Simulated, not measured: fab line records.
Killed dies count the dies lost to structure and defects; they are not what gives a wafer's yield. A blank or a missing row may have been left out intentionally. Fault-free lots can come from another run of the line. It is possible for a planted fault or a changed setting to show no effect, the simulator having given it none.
Split-lot experiment / flow gf180mcu / 23 wafers read from 5 lots, route of 602 steps

## THE SPLIT
At GF_CONTACT_CVD_24 (deposits W, target thk 300 nm, time 90.339 s), the setting temp c was moved away from the recipe's 400 C on 10 of the 23 wafers read, by -1.6% to +2.7%. This setting was run at the recipe's value on the other wafers.

## THE PATH FROM SPLIT TO READING: the file shows 1 step between them
- GF_CONTACT_RS_MEAS_25: measures by four-point-probe

## THE READING
CONTACT_W_THK, in nm, at GF_CONTACT_THK_MEAS_26 (measures by xrf). A value of 293 nm with a standard deviation of 3.9 nm is what fault-free wafers of this fab line usually give.

wafer=L074.1; tool, chamber at the split=cvd w-01, 0; temp c as run, C=400; against the recipe=recipe; CONTACT_W_THK, nm=291; against lot-mates on the recipe=-
wafer=L074.2; tool, chamber at the split=cvd w-01, 1; temp c as run, C=400; against the recipe=recipe; CONTACT_W_THK, nm=295; against lot-mates on the recipe=-
wafer=L074.3; tool, chamber at the split=cvd w-01, 1; temp c as run, C=400; against the recipe=recipe; CONTACT_W_THK, nm=290; against lot-mates on the recipe=-
wafer=L074.4; tool, chamber at the split=cvd w-01, 0; temp c as run, C=410.9; against the recipe=+2.7%; CONTACT_W_THK, nm=356; against lot-mates on the recipe=+64
wafer=L074.5; tool, chamber at the split=cvd w-01, 0; temp c as run, C=410.9; against the recipe=+2.7%; CONTACT_W_THK, nm=350; against lot-mates on the recipe=+58
wafer=L076.2; tool, chamber at the split=cvd w-01, 0; temp c as run, C=400; against the recipe=recipe; CONTACT_W_THK, nm=302; against lot-mates on the recipe=-
wafer=L076.3; tool, chamber at the split=cvd w-01, 0; temp c as run, C=400; against the recipe=recipe; CONTACT_W_THK, nm=298; against lot-mates on the recipe=-
wafer=L076.6; tool, chamber at the split=cvd w-01, 1; temp c as run, C=400; against the recipe=recipe; CONTACT_W_THK, nm=296; against lot-mates on the recipe=-
wafer=L077.1; tool, chamber at the split=cvd w-02, 0; temp c as run, C=400; against the recipe=recipe; CONTACT_W_THK, nm=297; against lot-mates on the recipe=-
wafer=L077.3; tool, chamber at the split=cvd w-02, 0; temp c as run, C=405.2; against the recipe=+1.3%; CONTACT_W_THK, nm=329; against lot-mates on the recipe=+34
wafer=L077.4; tool, chamber at the split=cvd w-02, 1; temp c as run, C=405.2; against the recipe=+1.3%; CONTACT_W_THK, nm=327; against lot-mates on the recipe=+32
wafer=L077.5; tool, chamber at the split=cvd w-02, 1; temp c as run, C=400; against the recipe=recipe; CONTACT_W_THK, nm=294; against lot-mates on the recipe=-
wafer=L077.6; tool, chamber at the split=cvd w-02, 0; temp c as run, C=405.2; against the recipe=+1.3%; CONTACT_W_THK, nm=325; against lot-mates on the recipe=+30
wafer=L082.2; tool, chamber at the split=cvd w-02, 1; temp c as run, C=400; against the recipe=recipe; CONTACT_W_THK, nm=288; against lot-mates on the recipe=-
wafer=L082.3; tool, chamber at the split=cvd w-02, 1; temp c as run, C=400; against the recipe=recipe; CONTACT_W_THK, nm=290; against lot-mates on the recipe=-
wafer=L082.4; tool, chamber at the split=cvd w-02, 0; temp c as run, C=400; against the recipe=recipe; CONTACT_W_THK, nm=293; against lot-mates on the recipe=-
wafer=L082.5; tool, chamber at the split=cvd w-02, 0; temp c as run, C=405.6; against the recipe=+1.4%; CONTACT_W_THK, nm=324; against lot-mates on the recipe=+34
wafer=L082.6; tool, chamber at the split=cvd w-02, 1; temp c as run, C=405.6; against the recipe=+1.4%; CONTACT_W_THK, nm=321; against lot-mates on the recipe=+31
wafer=L084.1; tool, chamber at the split=cvd w-02, 0; temp c as run, C=400; against the recipe=recipe; CONTACT_W_THK, nm=286; against lot-mates on the recipe=-
wafer=L084.2; tool, chamber at the split=cvd w-02, 1; temp c as run, C=400; against the recipe=recipe; CONTACT_W_THK, nm=289; against lot-mates on the recipe=-
wafer=L084.3; tool, chamber at the split=cvd w-02, 1; temp c as run, C=393.6; against the recipe=-1.6%; CONTACT_W_THK, nm=259; against lot-mates on the recipe=-28
wafer=L084.4; tool, chamber at the split=cvd w-02, 0; temp c as run, C=393.6; against the recipe=-1.6%; CONTACT_W_THK, nm=257; against lot-mates on the recipe=-30
wafer=L084.5; tool, chamber at the split=cvd w-02, 1; temp c as run, C=393.6; against the recipe=-1.6%; CONTACT_W_THK, nm=255; against lot-mates on the recipe=-32

THE FIT
A straight line over all 23 wafers: CONTACT_W_THK changes by +22.6 nm for each +1% of temp c; r = +0.99; the points scatter about the line by 4.2 nm.
The same after taking each lot's own level away (the mean of its wafers on the recipe; 23 wafers): +21.6 nm for each +1%; r = +0.99; scatter 2.7 nm.
The reading moves by 59 nm for the largest change in temp c, on that fit.
The lots' own levels span 287.5 to 298.7 nm, that is 2.9 times the standard deviation above.
Hence the lot-to-lot level has little effect on the slope; both slopes agree.
Check: with one of the wafers moved furthest among these (+2.7%) left out of the fit, the line predicts +59.1 nm for it against its lot-mates. It came out at +64 nm against them.

## THE WHOLE CHAIN: every reading that the file lists as answering this split, in the file's order
step=GF_CONTACT_CVD_24; what it does=deposits W, target thk 300 nm, time 90.339 s; reading=W_of_CONTACT_CVD_24.thk nm (the simulator's own value, which no gauge read); change (the file's fit)=+23.1 nm for each +1% of the setting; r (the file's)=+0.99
step=GF_CONTACT_RS_MEAS_25; what it does=measures by four-point-probe; reading=CONTACT_W_RS; change (the file's fit)=-0.0269 for each +1% of the setting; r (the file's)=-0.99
step=GF_CONTACT_THK_MEAS_26; what it does=measures by xrf; reading=CONTACT_W_THK; change (the file's fit)=+22 for each +1% of the setting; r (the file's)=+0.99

## THE FILE'S OWN FIT
CONTACT_W_THK changes by +22 nm for each +1% of temp c, r = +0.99.
